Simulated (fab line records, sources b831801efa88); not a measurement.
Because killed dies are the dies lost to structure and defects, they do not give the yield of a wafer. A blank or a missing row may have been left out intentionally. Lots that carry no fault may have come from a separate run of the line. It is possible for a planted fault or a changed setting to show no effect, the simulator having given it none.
fab line records	flow sfq-line
record: lots: 14	wafers: 42	last-day: 96
route steps=325 shown A5B@209 C5@247 M6@261
lots that met no fault: taken from a fault-free run of the same line
start-h: hours from the record's first day to the start of the lot's first wafer shown	wait-h: time in hours since the lot's previous step	" identical to the entry in the row above	L1.1+2: one row covering several wafers at once	- no value, or no start given	* or withheld: withheld	< > ~ a bound
route shown NAME@n: a module of which the file shows steps, and the number in the route of the first	usual: the fault-free wafers' mean and standard deviation	same: alike in all rows	chamber/n: place in a boat	sites: per-site readings	_std_site: their standard deviation	_edge_site: inner sites' mean taken away from outer sites' mean	radius-mm: for every site, how far away it sits from the centre of the wafer	mask NAME#n: copy n	behind: the tool/chamber that last shaped the wafer	hold: reason for holding the lot/hours on hold/outcome of the hold	device: the transistor (n, p or np) that didn't switch	end of line: the route-end tests of the same wafers	where a step has no rows: the recipe by itself	killed: dies lost to structure and defects at the first sort, not the wafer's yield	map: shows each die of a wafer: x if killed, . if not, _ if none is there
set.NAME: the setting that was run; set.NAME@STEP: the one run at that earlier step	model.NAME: the simulator's own value behind a step, which no gauge read
a sample of lots followed through the steps of the route, with each step as a table and each wafer as a row
services: the hour from which a tool's chamber was out of use, counted from the record's first day as start-h (under 0 if before that day), plus the number of hours and why
== steps ==
step: SFQ_TRILAYER_A5B_DEP_PECVD_129
recipe: material: SiO2	temp-c: 150	time-s: 133.33	pressure-torr: 2.4	rf-w: 183.3	precursor: SiH4/N2O	target-thk-nm: 600
usual: heater-power-w: 86/17	susceptor-temp-C: 149.97/0.14	throttle-valve-pct: 24.2/1.3
lot.wafer	tool	chamber	start-h	wait-h	heater-power-w	susceptor-temp-C	throttle-valve-pct
L186.1	pecvd-01	1	1345.17	0.0	87	149.94	23.0
L186.5	"	0	"	"	86	150.08	24.5
L186.6	"	2	"	"	80	150.22	22.7
L187.2	pecvd-01	2	1353.57	0.0	75	149.89	22.7
L187.3	"	0	"	"	81	149.77	24.7
L187.4	"	1	"	"	92	150.01	22.8
L189.1	pecvd-04	1	1369.29	0.0	132	149.96	24.4
L189.3	"	0	"	"	82	150.00	25.7
L189.4	"	2	"	"	86	150.02	25.3
L190.1	pecvd-02	0	1380.41	0.0	80	149.98	23.2
L190.4	"	2	"	"	87	150.13	23.6
L190.6	"	0	"	"	83	150.09	23.1
L191.3	pecvd-02	1	1394.70	0.0	68	149.82	22.4
L191.4	"	0	"	"	73	149.95	23.2
L191.6	"	2	"	"	90	149.86	23.6
L193.4	pecvd-04	0	1415.72	0.0	75	149.96	25.8
L193.5	"	1	"	"	131	150.07	24.5
L193.6	"	2	"	"	92	149.90	25.3
L194.1	pecvd-04	0	1419.28	0.0	77	149.93	25.9
L194.4	"	0	"	"	77	149.82	26.0
L194.6	"	1	"	"	129	149.90	24.6
L195.2	pecvd-01	1	1423.07	0.0	93	150.09	22.8
L195.5	"	1	"	"	96	149.90	22.8
L195.6	"	2	"	"	80	150.10	22.6
L196.1	pecvd-02	2	1425.47	0.0	80	149.94	23.6
L196.3	"	0	"	"	84	150.07	23.2
L196.4	"	0	"	"	85	149.95	23.4
L197.1	pecvd-02	1	1484.42	0.0	59	150.16	22.5
L197.4	"	0	"	"	80	149.80	23.5
L197.6	"	1	"	"	61	150.07	22.4
L199.4	pecvd-01	0	1577.11	0.0	88	150.14	25.7
L199.5	"	2	"	"	81	149.85	23.0
L199.6	"	1	"	"	78	149.65	23.2
L206.2	pecvd-02	1	1778.50	0.0	60	149.94	23.2
L206.4	"	2	"	"	90	149.81	24.3
L206.6	"	1	"	"	66	150.05	23.4
L207.4	pecvd-02	0	1790.36	0.0	73	150.06	25.0
L207.5	"	1	"	"	61	149.84	23.3
L207.6	"	2	"	"	91	149.89	24.0
L208.2	pecvd-04	1	1794.26	0.0	112	149.99	24.8
L208.5	"	1	"	"	122	149.89	24.9
L208.6	"	2	"	"	87	150.02	25.8
step: SFQ_TRILAYER_A5B_METRO_MEASURE_131
usual: thk-nm: 343/5.7
lot.wafer	tool	chamber	start-h	wait-h	thk-nm
L186.1	film-metro-03	-	1348.26	2.5	347
L186.5	"	-	"	"	339
L186.6	"	-	"	"	348
L187.2	film-metro-03	-	1356.86	1.2	352
L187.3	"	-	"	"	346
L187.4	"	-	"	"	350
L189.1	film-metro-03	-	1372.48	1.0	332
L189.3	"	-	"	"	326
L189.4	"	-	"	"	341
L190.1	film-metro-01	-	1383.83	1.0	340
L190.4	"	-	"	"	335
L190.6	"	-	"	"	336
L191.3	film-metro-03	-	1399.23	1.9	344
L191.4	"	-	"	"	355
L191.6	"	-	"	"	345
L193.4	film-metro-03	-	1419.97	2.1	337
L193.5	"	-	"	"	339
L193.6	"	-	"	"	337
L194.1	film-metro-01	-	1425.37	2.0	339
L194.4	"	-	"	"	351
L194.6	"	-	"	"	341
L195.2	film-metro-03	-	1431.06	2.2	345
L195.5	"	-	"	"	347
L195.6	"	-	"	"	348
L196.1	film-metro-02	-	1435.37	2.5	338
L196.3	"	-	"	"	339
L196.4	"	-	"	"	339
L197.1	film-metro-01	-	1499.03	1.5	343
L197.4	"	-	"	"	348
L197.6	"	-	"	"	341
L199.4	film-metro-02	-	1581.01	2.1	338
L199.5	"	-	"	"	344
L199.6	"	-	"	"	343
L206.2	film-metro-02	-	1781.79	1.2	349
L206.4	"	-	"	"	351
L206.6	"	-	"	"	356
L207.4	film-metro-01	-	1794.01	2.6	344
L207.5	"	-	"	"	342
L207.6	"	-	"	"	338
L208.2	film-metro-03	-	1797.55	2.7	340
L208.5	"	-	"	"	336
L208.6	"	-	"	"	341
step: SFQ_TRILAYER_C5_BARC_OPEN_VIA_ETCH_210
recipe: mask-material: PR	chemistry: O2	target-depth-nm: 125	target: BARC	source-w: 500	bias-w: 80	pressure-mtorr: 30	time-s: 41.7
usual: chamber-pressure-mTorr: 30.000/0.026	drypump-motor-current-A: 5.8/0.36	oes-product-au: 0.685/0.0047	run-length-s: 70.0/0.49
lot.wafer	tool	chamber	start-h	wait-h	chamber-pressure-mTorr	drypump-motor-current-A	oes-product-au	rf-hours-counter-h	run-length-s
L186.1	rie-diel-01	1	1600.02	0.0	29.986	6.0	0.690	9	69.9
L186.5	"	1	"	"	30.039	6.0	0.693	-	70.3
L186.6	"	2	"	"	30.009	6.2	0.685	-	70.1
L187.2	rie-diel-04	2	1614.35	0.0	29.991	6.2	0.686	14	69.8
L187.3	"	0	"	"	30.010	6.0	0.686	15	70.3
L187.4	"	1	"	"	30.029	5.3	0.686	11	69.8
L189.1	rie-diel-04	0	1630.12	0.0	30.045	6.0	0.678	15	70.4
L189.3	"	2	"	"	30.005	6.2	0.689	15	69.9
L189.4	"	1	"	"	29.978	5.3	0.684	11	69.9
L190.1	rie-diel-01	2	1644.28	0.0	30.000	6.1	0.686	13	69.9
L190.4	"	0	"	"	30.000	5.5	0.687	16	70.0
L190.6	"	1	"	"	29.998	5.9	0.690	-	70.2
L191.3	rie-diel-01	3	1654.84	0.0	29.987	5.3	0.682	-	70.6
L191.4	"	2	"	"	30.010	6.1	0.680	-	70.0
L191.6	"	3	"	"	29.943	5.3	0.685	-	70.6
L193.4	rie-diel-02	3	1669.04	0.0	30.026	6.4	0.674	15	69.5
L193.5	"	1	"	"	29.976	5.7	0.682	-	70.3
L193.6	"	2	"	"	30.006	6.3	0.685	-	69.7
L194.1	rie-diel-02	2	1678.79	0.0	29.942	6.3	0.686	13	69.7
L194.4	"	3	"	"	30.029	6.3	0.675	15	70.0
L194.6	"	1	"	"	30.017	5.7	0.686	-	70.6
L195.2	rie-diel-04	3	1688.54	0.0	29.992	5.6	0.683	4	69.3
L195.5	"	0	"	"	29.969	6.0	0.684	-	70.3
L195.6	"	3	"	"	30.027	5.6	0.687	-	69.7
L196.1	rie-diel-04	1	1783.46	0.0	29.991	5.3	0.690	13	69.8
L196.3	"	0	"	"	29.980	6.0	0.682	18	70.5
L196.4	"	2	"	"	30.035	6.2	0.679	18	70.1
L197.1	rie-diel-04	0	1815.45	0.0	30.014	6.0	0.688	18	70.4
L197.4	"	3	"	"	29.985	5.6	0.688	7	69.3
L197.6	"	3	"	"	29.961	5.6	0.688	-	68.9
L199.4	rie-diel-01	1	1832.25	0.0	29.978	6.0	0.686	14	70.0
L199.5	"	2	"	"	29.999	6.2	0.683	-	69.9
L199.6	"	3	"	"	29.980	5.3	0.687	-	70.5
L206.2	rie-diel-04	2	1886.38	0.0	29.995	6.2	0.774	0	63.9
L206.4	"	2	"	"	29.978	6.2	0.773	-	64.6
L206.6	"	1	"	"	30.014	5.3	0.773	-	64.6
L207.4	rie-diel-04	1	1897.53	0.0	29.978	5.3	0.768	-	63.9
L207.5	"	3	"	"	29.977	5.6	0.761	-	63.3
L207.6	"	2	"	"	30.019	6.2	0.760	-	64.5
L208.2	rie-diel-01	2	1902.73	0.0	30.037	6.1	0.692	17	70.1
L208.5	"	3	"	"	29.956	5.2	0.686	-	70.5
L208.6	"	1	"	"	30.022	5.9	0.686	-	70.2
step: SFQ_M6_OVL_MEAS_940
usual: M6_OVL: 1/5.3
lot.wafer	tool	chamber	start-h	wait-h	M6_OVL[nm]
L186.1	overlay-02	-	1734.23	0.1	12
L186.5	"	-	"	"	7
L186.6	"	-	"	"	1
L187.2	overlay-02	-	1741.44	0.1	8
L187.3	"	-	"	"	7
L187.4	"	-	"	"	2
L189.1	overlay-02	-	1755.83	0.1	-1
L189.3	"	-	"	"	-3
L189.4	"	-	"	"	2
L190.1	overlay-02	-	1769.03	0.1	6
L190.4	"	-	"	"	8
L190.6	"	-	"	"	10
L191.3	overlay-01	-	1785.84	0.1	-1
L191.4	"	-	"	"	-3
L191.6	"	-	"	"	1
L193.4	overlay-02	-	1801.71	0.1	-3
L193.5	"	-	"	"	-1
L193.6	"	-	"	"	-7
L194.1	overlay-01	-	1804.60	0.1	-3
L194.4	"	-	"	"	-4
L194.6	"	-	"	"	-4
L195.2	overlay-01	-	1805.80	0.1	4
L195.5	"	-	"	"	-3
L195.6	"	-	"	"	2
L196.1	overlay-01	-	1807.00	0.1	5
L196.3	"	-	"	"	1
L196.4	"	-	"	"	-1
L197.1	overlay-02	-	1914.69	0.1	1
L197.4	"	-	"	"	0
L197.6	"	-	"	"	1
L199.4	overlay-02	-	1938.71	0.1	2
L199.5	"	-	"	"	2
L199.6	"	-	"	"	0
L206.2	overlay-01	-	1986.50	0.1	0
L206.4	"	-	"	"	-3
L206.6	"	-	"	"	1
L207.4	overlay-02	-	1999.83	0.1	-5
L207.5	"	-	"	"	-2
L207.6	"	-	"	"	2
L208.2	overlay-01	-	2006.26	0.1	-2
L208.5	"	-	"	"	-13
L208.6	"	-	"	"	-8
== services ==
tool	chamber	start-h	hours	kind
film-metro-03	-	1339.55	1.3	pm
rie-diel-04	0	1355.72	14.5	repair
film-metro-03	-	1384.24	0.9	pm
rie-diel-04	2	1410.43	13.0	repair
rie-diel-04	-	1419.05	1.1	repair
film-metro-03	-	1465.88	22.1	pm
rie-diel-04	2	1484.85	2.9	repair
rie-diel-04	3	1521.94	5.1	repair
rie-diel-04	0	1535.76	23.1	repair
film-metro-03	-	1536.14	1.0	pm
rie-diel-04	3	1549.30	28.8	repair
film-metro-03	-	1584.55	1.3	pm
rie-diel-04	-	1584.66	0.7	repair
rie-diel-04	-	1618.00	2.8	pm
film-metro-03	-	1627.92	1.8	pm
film-metro-03	-	1629.71	0.6	pm
film-metro-03	-	1687.93	0.5	pm
rie-diel-04	3	1715.01	1.3	repair
rie-diel-04	1	1748.40	19.6	repair
rie-diel-04	1	1769.67	5.1	repair
film-metro-03	-	1781.14	1.9	pm
film-metro-03	-	1829.55	0.9	pm
rie-diel-04	0	1869.19	2.8	repair
film-metro-03	-	1874.24	1.2	pm
== key ==
first-sign: step: SFQ_TRILAYER_C5_BARC_OPEN_VIA_ETCH_210	reading: oes-product-au	direction: up	sigmas: 18	usual: 0.685	struck: 0.768
effect: step: SFQ_TRILAYER_C5_BARC_OPEN_VIA_ETCH_210	reading: run-length-s	direction: down	sigmas: 12	usual: *	struck: *
met-at SFQ_TRILAYER_C5_BARC_OPEN_VIA_ETCH_210
struck-lots L206,L207
not-acting-at SFQ_TRILAYER_A5B_DEP_PECVD_129,SFQ_TRILAYER_A5B_METRO_MEASURE_131,SFQ_M6_OVL_MEAS_940
onset-between 1815.45 1886.38
fault: kind: process-parameter-drift	tool: rie-diel-04	chamber: -	onset-h: 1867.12	steps: SFQ_TRILAYER_C5_BARC_OPEN_VIA_ETCH_210	channel: time-s	offset: *	shape: step	end-h: 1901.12	acts-in: *	stated: *
